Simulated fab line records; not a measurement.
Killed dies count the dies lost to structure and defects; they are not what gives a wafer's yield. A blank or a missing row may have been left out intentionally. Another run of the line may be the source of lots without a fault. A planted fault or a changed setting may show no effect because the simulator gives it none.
fab line records    flow sky130
record lots=11  wafers=33  lastDay=50
route steps=708 shown VIA3@594 METAL4@598 PAD_OPEN@708
lots untouched by any fault: they come from a run of this same line in which no faults occurred
startH: hours from the record's first day to the start of the lot's first wafer shown    waitH: hours since the lot's step before    " the same as in the row above    L1.1+2: a row that stands for several wafers    - either no value or no given start    * or withheld: withheld    < > ~ a bound
route shown NAME@n: a module of which the file shows steps, and the number in the route of the first    usual: average and standard deviation across the fault-free wafers    same: alike in all rows    chamber/n: place in a boat    sites: per-site readings    _std_site: standard deviation across them    _edge_site: mean of outer sites minus mean of inner sites    radiusMm: for every site, how far away it sits from the centre of the wafer    mask NAME#n: copy n    behind: the most recent tool/chamber to have shaped the wafer    hold: what put the lot on hold/how long, in hours/how the hold closed    device: the n, p or np transistor that did not switch    end of line: tests run on the same wafers once the route is complete    for a step that has no rows: nothing shown but its recipe    killed: dies that structure and defects cost at the first sort, which is not the same as the wafer's yield    map: per-die view of a wafer (x killed, . not killed, _ where there is no die)
set.NAME: the run value of the setting; set.NAME@STEP: its run value at that earlier step    model.NAME: the simulator's own value behind a step, which no gauge read
one table for each step of the route and one row for each wafer, over a sample of lots
services: the hour from which a tool's chamber was out of use, counted from the record's first day as startH (under 0 if before that day), plus the number of hours and why
## steps
# step SKY_VIA3_CVD_21
# recipe material=W  targetThkNm=390  timeS=117.31  tempC=400  pressureTorr=40
# usual chamberPressureTorr=40.00/0.097  heaterPowerW=789/73  susceptorTempC=400.00/0.23
lot.wafer  tool     chamber  startH   waitH  chamberPressureTorr  heaterPowerW  susceptorTempC
L257.3     cvdW-02  0        943.98   0.1    39.98                708           400.19
L257.4     "        1        "        "      40.07                753           400.04
L257.5     "        1        "        "      39.78                745           400.10
L258.1     cvdW-02  0        946.90   0.0    39.93                708           399.82
L258.2     "        1        "        "      39.95                775           399.56
L258.6     "        0        "        "      40.01                683           400.32
L261.2     cvdW-02  1        966.85   0.0    40.04                756           399.84
L261.3     "        1        "        "      39.82                760           400.24
L261.4     "        0        "        "      39.97                680           400.30
L262.1     cvdW-02  1        975.99   0.0    40.00                746           400.06
L262.2     "        0        "        "      39.97                699           399.82
L262.5     "        0        "        "      39.96                706           400.21
L263.1     cvdW-01  0        981.79   0.0    39.99                859           399.86
L263.3     "        0        "        "      39.95                831           400.37
L263.4     "        1        "        "      39.94                875           400.26
L265.2     cvdW-01  0        999.45   0.0    40.22                850           400.44
L265.3     "        0        "        "      40.02                862           399.97
L265.4     "        1        "        "      39.99                892           399.94
L266.1     cvdW-01  1        1003.53  0.0    39.96                887           400.12
L266.3     "        0        "        "      40.09                843           399.76
L266.4     "        1        "        "      39.97                883           399.93
L268.1     cvdW-02  1        1016.21  0.0    39.85                759           400.27
L268.3     "        0        "        "      40.08                707           399.75
L268.4     "        1        "        "      39.78                769           400.13
L274.1     cvdW-01  0        1054.94  0.0    35.61                860           399.80
L274.4     "        0        "        "      35.46                859           399.99
L274.6     "        0        "        "      35.54                844           399.93
L275.2     cvdW-01  0        1060.18  0.0    35.48                829           400.11
L275.3     "        1        "        "      35.48                889           399.90
L275.5     "        0        "        "      35.48                852           400.20
L278.3     cvdW-02  1        1076.92  0.1    39.87                740           399.67
L278.4     "        0        "        "      40.02                716           400.28
L278.5     "        1        "        "      39.86                785           399.99
# step SKY_VIA3_RS_MEAS_22
# recipe thkMeasGauge=four-point-probe  reads=W_of_VIA3_CVD_21+TiN_of_VIA3_SPUTTER_20
# usual VIA3_W_RS=0.292/0.0041
lot.wafer  tool          chamber  startH   waitH  VIA3_W_RS[ohm/sq]
L257.3     filmMetro-04  -        944.10   0.1    0.288
L257.4     "             -        "        "      0.296
L257.5     "             -        "        "      0.296
L258.1     filmMetro-02  -        947.02   0.1    0.285
L258.2     "             -        "        "      0.293
L258.6     "             -        "        "      0.285
L261.2     filmMetro-03  -        966.99   0.1    0.293
L261.3     "             -        "        "      0.294
L261.4     "             -        "        "      0.288
L262.1     filmMetro-03  -        976.11   0.1    0.296
L262.2     "             -        "        "      0.289
L262.5     "             -        "        "      0.288
L263.1     filmMetro-04  -        981.91   0.1    0.293
L263.3     "             -        "        "      0.294
L263.4     "             -        "        "      0.297
L265.2     filmMetro-04  -        999.59   0.1    0.288
L265.3     "             -        "        "      0.286
L265.4     "             -        "        "      0.292
L266.1     filmMetro-04  -        1003.65  0.1    0.293
L266.3     "             -        "        "      0.289
L266.4     "             -        "        "      0.293
L268.1     filmMetro-02  -        1016.34  0.1    0.296
L268.3     "             -        "        "      0.288
L268.4     "             -        "        "      0.298
L274.1     filmMetro-03  -        1055.06  0.1    0.308
L274.4     "             -        "        "      0.308
L274.6     "             -        "        "      0.309
L275.2     filmMetro-02  -        1060.32  0.1    0.312
L275.3     "             -        "        "      0.311
L275.5     "             -        "        "      0.317
L278.3     filmMetro-03  -        1077.05  0.1    0.300
L278.4     "             -        "        "      0.291
L278.5     "             -        "        "      0.298
# step SKY_VIA3_THK_MEAS_23
# recipe thkMeasGauge=xrf  reads=W_of_VIA3_CVD_21
# usual VIA3_W_THK=396/6.7
lot.wafer  tool          chamber  startH   waitH  VIA3_W_THK[nm]
L257.3     filmMetro-04  -        944.20   0.1    406
L257.4     "             -        "        "      394
L257.5     "             -        "        "      396
L258.1     filmMetro-02  -        947.14   0.1    405
L258.2     "             -        "        "      391
L258.6     "             -        "        "      404
L261.2     filmMetro-03  -        967.10   0.1    385
L261.3     "             -        "        "      384
L261.4     "             -        "        "      394
L262.1     filmMetro-03  -        976.23   0.1    385
L262.2     "             -        "        "      391
L262.5     "             -        "        "      393
L263.1     filmMetro-04  -        982.03   0.1    397
L263.3     "             -        "        "      395
L263.4     "             -        "        "      395
L265.2     filmMetro-04  -        999.70   0.1    400
L265.3     "             -        "        "      406
L265.4     "             -        "        "      394
L266.1     filmMetro-04  -        1003.77  0.1    395
L266.3     "             -        "        "      402
L266.4     "             -        "        "      395
L268.1     filmMetro-02  -        1016.46  0.1    387
L268.3     "             -        "        "      398
L268.4     "             -        "        "      384
L274.1     filmMetro-03  -        1055.18  0.1    370
L274.4     "             -        "        "      372
L274.6     "             -        "        "      368
L275.2     filmMetro-02  -        1060.43  0.1    375
L275.3     "             -        "        "      376
L275.5     "             -        "        "      367
L278.3     filmMetro-03  -        1077.15  0.1    382
L278.4     "             -        "        "      392
L278.5     "             -        "        "      385
# step SKY_METAL4_SPUTTER_00
# recipe material=Ti  targetThkNm=15  powerW=3000  timeS=10  chamberPressurePa=0.4
# usual throttleValvePct=29.9/0.97
lot.wafer  tool           chamber  startH   waitH  throttleValvePct
L257.3     pvdSputter-03  -        944.54   0.2    31.7
L257.4     "              -        "        "      29.9
L257.5     "              -        "        "      31.6
L258.1     pvdSputter-01  -        947.50   0.1    29.9
L258.2     "              -        "        "      30.7
L258.6     "              -        "        "      29.5
L261.2     pvdSputter-01  -        967.50   0.2    29.5
L261.3     "              -        "        "      31.2
L261.4     "              -        "        "      30.6
L262.1     pvdSputter-02  -        976.59   0.1    29.2
L262.2     "              -        "        "      30.6
L262.5     "              -        "        "      29.0
L263.1     pvdSputter-03  -        982.39   0.1    30.1
L263.3     "              -        "        "      31.9
L263.4     "              -        "        "      29.4
L265.2     pvdSputter-01  -        1000.05  0.1    30.8
L265.3     "              -        "        "      30.9
L265.4     "              -        "        "      29.4
L266.1     pvdSputter-02  -        1004.13  0.1    30.6
L266.3     "              -        "        "      27.4
L266.4     "              -        "        "      29.8
L268.1     pvdSputter-03  -        1016.82  0.1    30.2
L268.3     "              -        "        "      29.4
L268.4     "              -        "        "      29.9
L274.1     pvdSputter-01  -        1055.54  0.1    30.8
L274.4     "              -        "        "      29.1
L274.6     "              -        "        "      30.7
L275.2     pvdSputter-03  -        1060.78  0.2    29.8
L275.3     "              -        "        "      29.6
L275.5     "              -        "        "      30.0
L278.3     pvdSputter-01  -        1077.49  0.2    30.5
L278.4     "              -        "        "      29.6
L278.5     "              -        "        "      29.2
# step SKY_METAL4_SPUTTER_01
# recipe material=TiN  targetThkNm=20  powerW=6500  timeS=16.7  chamberPressurePa=0.4
# usual throttleValvePct=29.9/0.98
lot.wafer  tool           chamber  startH   waitH  throttleValvePct
L257.3     pvdSputter-03  -        944.57   0.0    31.6
L257.4     "              -        "        "      30.1
L257.5     "              -        "        "      31.9
L258.1     pvdSputter-01  -        947.52   0.0    29.5
L258.2     "              -        "        "      30.6
L258.6     "              -        "        "      29.5
L261.2     pvdSputter-01  -        967.52   0.0    29.3
L261.3     "              -        "        "      31.2
L261.4     "              -        "        "      30.6
L262.1     pvdSputter-02  -        976.61   0.0    29.3
L262.2     "              -        "        "      30.6
L262.5     "              -        "        "      29.3
L263.1     pvdSputter-03  -        982.41   0.0    29.9
L263.3     "              -        "        "      31.6
L263.4     "              -        "        "      29.8
L265.2     pvdSputter-01  -        1000.07  0.0    30.6
L265.3     "              -        "        "      30.8
L265.4     "              -        "        "      29.5
L266.1     pvdSputter-02  -        1004.15  0.0    30.5
L266.3     "              -        "        "      27.8
L266.4     "              -        "        "      29.7
L268.1     pvdSputter-03  -        1016.84  0.0    29.9
L268.3     "              -        "        "      29.7
L268.4     "              -        "        "      29.9
L274.1     pvdSputter-01  -        1055.57  0.0    30.9
L274.4     "              -        "        "      29.5
L274.6     "              -        "        "      30.7
L275.2     pvdSputter-03  -        1060.80  0.0    29.7
L275.3     "              -        "        "      29.8
L275.5     "              -        "        "      30.0
L278.3     pvdSputter-01  -        1077.51  0.0    30.9
L278.4     "              -        "        "      29.4
L278.5     "              -        "        "      29.0
# step SKY_METAL4_SPUTTER_02
# recipe material=AlCu  targetThkNm=735  powerW=10600  timeS=39.1  chamberPressurePa=0.4
# usual throttleValvePct=29.9/0.99
lot.wafer  tool           chamber  startH   waitH  throttleValvePct
L257.3     pvdSputter-03  -        944.59   0.0    31.6
L257.4     "              -        "        "      30.0
L257.5     "              -        "        "      31.8
L258.1     pvdSputter-01  -        947.55   0.0    29.4
L258.2     "              -        "        "      30.6
L258.6     "              -        "        "      29.3
L261.2     pvdSputter-01  -        967.55   0.0    29.8
L261.3     "              -        "        "      30.9
L261.4     "              -        "        "      30.8
L262.1     pvdSputter-02  -        976.64   0.0    29.4
L262.2     "              -        "        "      30.9
L262.5     "              -        "        "      29.0
L263.1     pvdSputter-03  -        982.44   0.0    29.8
L263.3     "              -        "        "      31.7
L263.4     "              -        "        "      29.8
L265.2     pvdSputter-01  -        1000.10  0.0    30.7
L265.3     "              -        "        "      30.9
L265.4     "              -        "        "      29.4
L266.1     pvdSputter-02  -        1004.18  0.0    30.7
L266.3     "              -        "        "      27.3
L266.4     "              -        "        "      29.7
L268.1     pvdSputter-03  -        1016.86  0.0    29.8
L268.3     "              -        "        "      29.6
L268.4     "              -        "        "      29.7
L274.1     pvdSputter-01  -        1055.59  0.0    30.9
L274.4     "              -        "        "      28.9
L274.6     "              -        "        "      30.9
L275.2     pvdSputter-03  -        1060.83  0.0    29.7
L275.3     "              -        "        "      29.8
L275.5     "              -        "        "      30.1
L278.3     pvdSputter-01  -        1077.53  0.0    30.6
L278.4     "              -        "        "      29.6
L278.5     "              -        "        "      29.1
# step SKY_PAD_OPEN_PROBE_99
# usual defectLimitedYield=82.7/1.8  killed_at_M0_to_M3=42/7.2  killed_at_M4_up=3.4/2.1  killedAtContacts=24/5.4  killedAtFrontEnd=15/4  killedAtOther=0.3/0.53  killedDies=85/8.8  killedOpen=47/6.7  killedShort=38/6.5  sort_bin_3_pad_short=0.8/0.4  sort_bin_5_function=10.2/1.3  sort_bin_6_memory=6.2/1.2  sortNPass=407/8.8  sortYieldPct=82.7/1.8
# same grossDies=492  killedAtBackSide=0  sort_bin_4_leakage[%]=0  sort_bin_8_speed[%]=0
lot.wafer  tool       chamber  startH   waitH  defectLimitedYield[%]  killed_at_M0_to_M3  killed_at_M4_up  killedAtContacts  killedAtFrontEnd  killedAtOther  killedDies  killedOpen  killedShort  sort_bin_3_pad_short[%]  sort_bin_5_function[%]  sort_bin_6_memory[%]  sortNPass  sortYieldPct[%]
L257.3     prober-01  -        1087.99  0.2    81.7                   46                  4                29                11                0              90          47          43           1.4                      10.2                    6.7                   402        81.7
L257.4     prober-01  -        1088.04  0.2    82.1                   46                  2                26                14                0              88          45          43           2.2                      8.7                     6.9                   404        82.1
L257.5     prober-01  -        1088.09  0.2    85.0                   44                  2                17                11                0              74          41          33           0.8                      8.5                     5.7                   418        85.0
L258.1     prober-02  -        1093.88  0.1    80.9                   50                  3                24                17                0              94          52          42           1.0                      11.2                    6.9                   398        80.9
L258.2     prober-02  -        1093.93  0.1    79.9                   55                  5                23                16                0              99          57          41           1.0                      10.8                    8.3                   393        79.9
L258.6     prober-02  -        1094.13  0.2    80.5                   54                  2                24                16                0              96          57          39           1.4                      11.4                    6.7                   396        80.5
L261.2     prober-01  -        1108.43  0.1    78.5                   49                  2                35                20                0              106         62          44           1.2                      12.6                    7.7                   386        78.5
L261.3     prober-01  -        1108.48  0.2    83.5                   41                  6                21                13                0              81          47          32           0.2                      10.2                    6.1                   411        83.5
L261.4     prober-01  -        1108.53  0.2    81.3                   55                  3                26                8                 0              92          64          28           0.4                      11.4                    6.9                   400        81.3
L262.1     prober-02  -        1117.48  0.1    83.3                   39                  2                30                11                0              82          41          41           0.6                      9.6                     6.5                   410        83.3
L262.2     prober-02  -        1117.53  0.1    84.8                   42                  6                19                8                 0              75          39          35           0.4                      9.8                     5.1                   417        84.8
L262.5     prober-02  -        1117.68  0.2    82.3                   49                  4                26                8                 0              87          52          35           0.8                      10.2                    6.7                   405        82.3
L263.1     prober-01  -        1120.81  0.1    82.7                   39                  3                29                14                0              85          38          47           1.4                      8.5                     7.3                   407        82.7
L263.3     prober-01  -        1120.91  0.2    81.9                   40                  5                29                15                0              89          50          39           1.0                      9.3                     7.7                   403        81.9
L263.4     prober-01  -        1120.96  0.2    83.5                   35                  5                27                14                0              81          39          42           1.2                      10.8                    4.5                   411        83.5
L265.2     prober-01  -        1136.41  0.1    81.9                   39                  2                29                19                0              89          48          40           0.6                      11.4                    6.1                   403        81.9
L265.3     prober-01  -        1136.46  0.2    83.7                   46                  5                20                8                 1              80          39          40           0.4                      11.0                    4.9                   412        83.7
L265.4     prober-01  -        1136.51  0.2    80.5                   48                  5                29                14                0              96          57          39           1.0                      10.8                    7.7                   396        80.5
L266.1     prober-02  -        1138.20  0.1    78.0                   58                  3                30                17                0              108         50          58           0.6                      13.2                    8.1                   384        78.0
L266.3     prober-02  -        1138.30  0.2    83.7                   33                  1                31                15                0              80          46          34           0.8                      10.4                    5.1                   412        83.7
L266.4     prober-02  -        1138.35  0.2    82.3                   35                  3                29                20                0              87          49          38           0.8                      10.6                    6.3                   405        82.3
L268.1     prober-02  -        1149.30  0.1    82.3                   51                  1                18                16                1              87          37          49           1.0                      11.6                    5.1                   405        82.3
L268.3     prober-02  -        1149.40  0.2    82.3                   55                  6                17                9                 0              87          38          49           0.8                      11.2                    5.7                   405        82.3
L268.4     prober-02  -        1149.45  0.2    81.3                   45                  0                31                15                1              92          58          32           0.4                      10.4                    7.9                   400        81.3
L274.1     prober-02  -        1179.22  0.1    83.3                   47                  3                21                9                 2              82          43          37           1.0                      10.8                    4.9                   410        83.3
L274.4     prober-02  -        1179.37  0.2    84.6                   43                  3                22                8                 0              76          47          29           0.4                      9.8                     5.3                   416        84.6
L274.6     prober-02  -        1179.47  0.2    83.5                   45                  1                21                13                1              81          48          32           0.2                      10.2                    6.1                   411        83.5
L275.2     prober-02  -        1181.80  0.1    80.5                   51                  1                26                18                0              96          53          43           0.4                      13.0                    6.1                   396        80.5
L275.3     prober-02  -        1181.85  0.2    84.3                   39                  6                19                13                0              77          46          31           0.8                      10.0                    4.9                   415        84.3
L275.5     prober-02  -        1181.95  0.2    81.5                   42                  2                29                17                1              91          58          32           0.8                      9.6                     8.1                   401        81.5
L278.3     prober-01  -        1196.94  0.2    83.9                   37                  3                27                10                2              79          43          35           0.6                      10.0                    5.5                   413        83.9
L278.4     prober-01  -        1196.99  0.2    80.3                   53                  4                24                16                0              97          53          43           1.6                      12.6                    5.5                   395        80.3
L278.5     prober-01  -        1197.04  0.2    80.3                   46                  2                28                20                1              97          51          46           1.2                      11.4                    7.1                   395        80.3
# killed by level:class
L257.3 LI_CONTACT:geometricParticle:open=12 VIA1:geometricParticle:open=12 METAL2:geometricParticle:short=9 CONTACT:geometricParticle:open=7 VIA1:geometricParticle:short=7 FIELD_ISO:geometricParticle:open=5 LOCAL_INTERCONNECT:geometricParticle:short=5 VIA2:geometricParticle:short=4
L257.4 CONTACT:geometricParticle:open=11 VIA1:geometricParticle:short=9 VIA1:geometricParticle:open=8 VIA2:geometricParticle:open=8 METAL2:geometricParticle:short=7 LI_CONTACT:geometricParticle:open=5 LOCAL_INTERCONNECT:geometricParticle:short=5 CONTACT:geometricParticle:short=5
L257.5 VIA1:geometricParticle:open=9 VIA2:geometricParticle:open=8 METAL1:geometricParticle:short=6 LI_CONTACT:geometricParticle:open=5 CONTACT:geometricParticle:open=5 POLY_GATE:geometricParticle:open=4 VIA3:geometricParticle:short=4 METAL2:geometricParticle:short=4
L258.1 VIA1:geometricParticle:open=13 VIA2:geometricParticle:open=9 VIA1:geometricParticle:short=9 LI_CONTACT:geometricParticle:open=8 CONTACT:geometricParticle:short=6 CONTACT:geometricParticle:open=6 VIA3:geometricParticle:open=6 FIELD_ISO:geometricParticle:short=5
L258.2 VIA1:geometricParticle:open=14 METAL2:geometricParticle:short=10 CONTACT:geometricParticle:open=9 VIA2:geometricParticle:open=8 LI_CONTACT:geometricParticle:open=6 VIA1:geometricParticle:short=6 FIELD_ISO:geometricParticle:short=4 METAL1:geometricParticle:open=4
L258.6 VIA1:geometricParticle:open=14 CONTACT:geometricParticle:open=10 VIA2:geometricParticle:open=8 METAL2:geometricParticle:short=8 FIELD_ISO:geometricParticle:open=7 METAL1:geometricParticle:short=6 LI_CONTACT:geometricParticle:open=5 VIA1:geometricParticle:short=5
L261.2 CONTACT:geometricParticle:open=13 LI_CONTACT:geometricParticle:open=9 FIELD_ISO:geometricParticle:short=8 CONTACT:geometricParticle:short=8 VIA1:geometricParticle:open=8 VIA3:geometricParticle:open=8 VIA2:geometricParticle:open=6 METAL1:geometricParticle:short=6
L261.3 VIA1:geometricParticle:open=19 LI_CONTACT:geometricParticle:open=7 CONTACT:geometricParticle:open=7 METAL2:geometricParticle:short=6 FIELD_ISO:geometricParticle:open=4 POLY_GATE:geometricParticle:short=4 VIA1:geometricParticle:short=4 CONTACT:geometricParticle:short=4
L261.4 VIA1:geometricParticle:open=15 CONTACT:geometricParticle:open=12 VIA3:geometricParticle:open=11 VIA2:geometricParticle:open=9 CONTACT:geometricParticle:short=6 VIA1:geometricParticle:short=6 LI_CONTACT:geometricParticle:open=5 METAL2:geometricParticle:open=3
L262.1 CONTACT:geometricParticle:open=11 VIA1:geometricParticle:open=8 CONTACT:geometricParticle:short=7 LI_CONTACT:geometricParticle:open=6 LOCAL_INTERCONNECT:geometricParticle:short=6 METAL1:geometricParticle:short=5 VIA1:geometricParticle:short=5 VIA2:geometricParticle:short=5
L262.2 VIA1:geometricParticle:open=13 VIA3:geometricParticle:open=10 CONTACT:geometricParticle:short=7 VIA1:geometricParticle:short=6 CONTACT:geometricParticle:open=4 VIA2:geometricParticle:open=4 METAL4:geometricParticle:short=4 LI_CONTACT:geometricParticle:open=3
L262.5 CONTACT:geometricParticle:open=11 VIA3:geometricParticle:open=9 METAL2:geometricParticle:short=9 VIA2:geometricParticle:open=9 VIA1:geometricParticle:open=8 LI_CONTACT:geometricParticle:open=5 LOCAL_INTERCONNECT:geometricParticle:short=5 METAL1:geometricParticle:short=5
L263.1 CONTACT:geometricParticle:open=12 LI_CONTACT:geometricParticle:open=9 VIA3:geometricParticle:short=7 VIA1:geometricParticle:short=7 FIELD_ISO:geometricParticle:short=6 CONTACT:geometricParticle:short=5 METAL1:geometricParticle:short=4 METAL2:geometricParticle:short=4
L263.3 VIA1:geometricParticle:open=12 CONTACT:geometricParticle:open=11 LOCAL_INTERCONNECT:geometricParticle:short=7 LI_CONTACT:geometricParticle:open=5 CONTACT:geometricParticle:short=5 METAL1:geometricParticle:short=5 VIA2:geometricParticle:open=5 METAL2:geometricParticle:short=4
L263.4 CONTACT:geometricParticle:open=10 VIA1:geometricParticle:short=9 VIA1:geometricParticle:open=7 LOCAL_INTERCONNECT:geometricParticle:short=6 VIA2:geometricParticle:open=5 METAL2:geometricParticle:short=5 POLY_GATE:geometricParticle:open=4 LI_CONTACT:geometricParticle:open=4
L265.2 VIA1:geometricParticle:open=13 CONTACT:geometricParticle:open=9 CONTACT:geometricParticle:short=8 LI_CONTACT:geometricParticle:open=7 VIA3:geometricParticle:open=6 POLY_GATE:geometricParticle:short=5 VIA1:geometricParticle:short=5 VIA2:geometricParticle:open=5
L265.3 METAL1:geometricParticle:short=11 CONTACT:geometricParticle:open=9 METAL2:geometricParticle:short=8 VIA1:geometricParticle:open=7 LI_CONTACT:geometricParticle:open=7 METAL4:geometricParticle:short=5 LI_CONTACT:geometricParticle:short=4 VIA3:geometricParticle:open=4
L265.4 CONTACT:geometricParticle:open=17 VIA1:geometricParticle:open=11 METAL3:geometricParticle:short=6 LI_CONTACT:geometricParticle:open=5 METAL2:geometricParticle:short=5 VIA3:geometricParticle:open=5 VIA2:geometricParticle:open=4 SPACER:geometricParticle:short=4
L266.1 VIA1:geometricParticle:open=13 CONTACT:geometricParticle:open=11 VIA3:geometricParticle:short=9 VIA2:geometricParticle:open=9 POLY_GATE:geometricParticle:short=8 LI_CONTACT:geometricParticle:open=8 METAL2:geometricParticle:short=8 METAL1:geometricParticle:short=7
L266.3 LI_CONTACT:geometricParticle:open=13 VIA1:geometricParticle:open=13 CONTACT:geometricParticle:open=9 FIELD_ISO:geometricParticle:short=6 LOCAL_INTERCONNECT:geometricParticle:short=4 CONTACT:geometricParticle:short=4 VIA3:geometricParticle:short=4 FIELD_ISO:geometricParticle:open=3
L266.4 CONTACT:geometricParticle:open=12 VIA3:geometricParticle:open=9 VIA1:geometricParticle:open=7 CONTACT:geometricParticle:short=6 FIELD_ISO:geometricParticle:open=5 POLY_GATE:geometricParticle:open=5 FIELD_ISO:geometricParticle:short=4 LOCAL_INTERCONNECT:geometricParticle:short=4
L268.1 METAL1:geometricParticle:short=11 METAL2:geometricParticle:short=9 VIA1:geometricParticle:open=7 VIA3:geometricParticle:open=7 CONTACT:geometricParticle:short=5 VIA3:geometricParticle:short=5 VIA1:geometricParticle:short=4 CONTACT:geometricParticle:open=4
L268.3 METAL1:geometricParticle:short=16 VIA1:geometricParticle:open=11 CONTACT:geometricParticle:open=9 VIA1:geometricParticle:short=7 CONTACT:geometricParticle:short=5 METAL4:geometricParticle:short=5 METAL3:geometricParticle:short=4 VIA3:geometricParticle:open=4
L268.4 VIA1:geometricParticle:open=13 CONTACT:geometricParticle:open=12 METAL1:geometricParticle:short=8 LI_CONTACT:geometricParticle:open=7 POLY_GATE:geometricParticle:open=5 VIA2:geometricParticle:open=5 VIA3:geometricParticle:open=5 LOCAL_INTERCONNECT:geometricParticle:short=4
L274.1 VIA1:geometricParticle:open=16 VIA2:geometricParticle:open=7 CONTACT:geometricParticle:short=6 CONTACT:geometricParticle:open=5 FIELD_ISO:geometricParticle:open=4 LI_CONTACT:geometricParticle:short=4 LI_CONTACT:geometricParticle:open=4 METAL2:geometricParticle:short=4
L274.4 VIA1:geometricParticle:open=13 CONTACT:geometricParticle:open=9 VIA2:geometricParticle:open=7 VIA1:geometricParticle:short=5 VIA3:geometricParticle:open=5 VIA3:geometricParticle:short=4 LI_CONTACT:geometricParticle:open=4 LOCAL_INTERCONNECT:geometricParticle:open=4
L274.6 VIA1:geometricParticle:open=13 LI_CONTACT:geometricParticle:open=9 VIA2:geometricParticle:open=7 POLY_GATE:geometricParticle:short=5 CONTACT:geometricParticle:open=5 METAL1:geometricParticle:short=5 VIA3:geometricParticle:open=5 POLY_GATE:geometricParticle:open=4
L275.2 VIA1:geometricParticle:open=11 CONTACT:geometricParticle:open=10 CONTACT:geometricParticle:short=8 VIA2:geometricParticle:open=8 VIA3:geometricParticle:short=8 VIA2:geometricParticle:short=7 POLY_GATE:geometricParticle:open=5 VIA1:geometricParticle:short=5
L275.3 VIA1:geometricParticle:open=15 VIA2:geometricParticle:open=6 CONTACT:geometricParticle:open=6 FIELD_ISO:geometricParticle:open=4 CONTACT:geometricParticle:short=4 METAL2:geometricParticle:short=4 METAL4:geometricParticle:short=4 FIELD_ISO:geometricParticle:short=3
L275.5 CONTACT:geometricParticle:open=14 VIA2:geometricParticle:open=13 LI_CONTACT:geometricParticle:open=7 VIA3:geometricParticle:open=6 VIA1:geometricParticle:short=5 VIA1:geometricParticle:open=5 FIELD_ISO:geometricParticle:short=4 FIELD_ISO:geometricParticle:open=4
L278.3 VIA1:geometricParticle:open=11 CONTACT:geometricParticle:open=9 LI_CONTACT:geometricParticle:open=8 LI_CONTACT:geometricParticle:short=6 METAL1:geometricParticle:short=6 METAL2:geometricParticle:short=5 VIA3:geometricParticle:open=5 POLY_GATE:geometricParticle:short=3
L278.4 VIA3:geometricParticle:open=10 VIA1:geometricParticle:open=8 METAL2:geometricParticle:short=8 VIA2:geometricParticle:open=8 CONTACT:geometricParticle:open=7 LI_CONTACT:geometricParticle:open=7 VIA3:geometricParticle:short=6 LOCAL_INTERCONNECT:geometricParticle:short=5
L278.5 CONTACT:geometricParticle:open=11 VIA1:geometricParticle:open=8 METAL1:geometricParticle:short=7 METAL2:geometricParticle:short=6 VIA3:geometricParticle:open=6 CONTACT:geometricParticle:short=5 METAL2:geometricParticle:open=5 FIELD_ISO:geometricParticle:short=4
## services
tool           chamber  startH   hours  kind
cvdW-01        -        956.31   1.8    repair
pvdSputter-03  1        962.83   -      consumableReplace:kit
pvdSputter-03  1        962.83   18.0   scheduledDown
pvdSputter-03  1        962.83   18.0   ventCycle
pvdSputter-02  1        982.29   -      consumableReplace:kit
pvdSputter-02  1        982.29   18.0   scheduledDown
pvdSputter-02  1        982.29   18.0   ventCycle
pvdSputter-01  -        1006.33  3.4    repair
pvdSputter-01  -        1067.47  0.5    repair
pvdSputter-03  0        1069.65  -      consumableReplace:kit
pvdSputter-03  0        1069.65  18.0   scheduledDown
pvdSputter-03  0        1069.65  18.0   ventCycle
pvdSputter-01  3        1072.89  -      consumableReplace:kit
pvdSputter-01  3        1072.89  18.0   scheduledDown
pvdSputter-01  3        1072.89  18.0   ventCycle
## key
firstSign step=SKY_VIA3_CVD_21  reading=chamberPressureTorr  direction=down  sigmas=46  usual=40.00  struck=35.51
effect step=SKY_VIA3_RS_MEAS_22  reading=VIA3_W_RS  direction=up  sigmas=4.6  usual=0.292  struck=0.311
effect step=SKY_VIA3_THK_MEAS_23  reading=VIA3_W_THK  direction=down  sigmas=3.7  usual=396  struck=371
metAt SKY_VIA3_CVD_21
struckLots L274,L275
notActingAt SKY_METAL4_SPUTTER_00,SKY_METAL4_SPUTTER_01,SKY_METAL4_SPUTTER_02
onsetBetween 1003.53 1054.94
fault kind=processParameterDrift  tool=cvdW-01  chamber=-  onsetH=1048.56  steps=SKY_VIA3_CVD_21  channel=pressureTorr  offset=-4.6082  shape=step  endH=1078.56  actsIn=theseRecipesOnly  stated=40
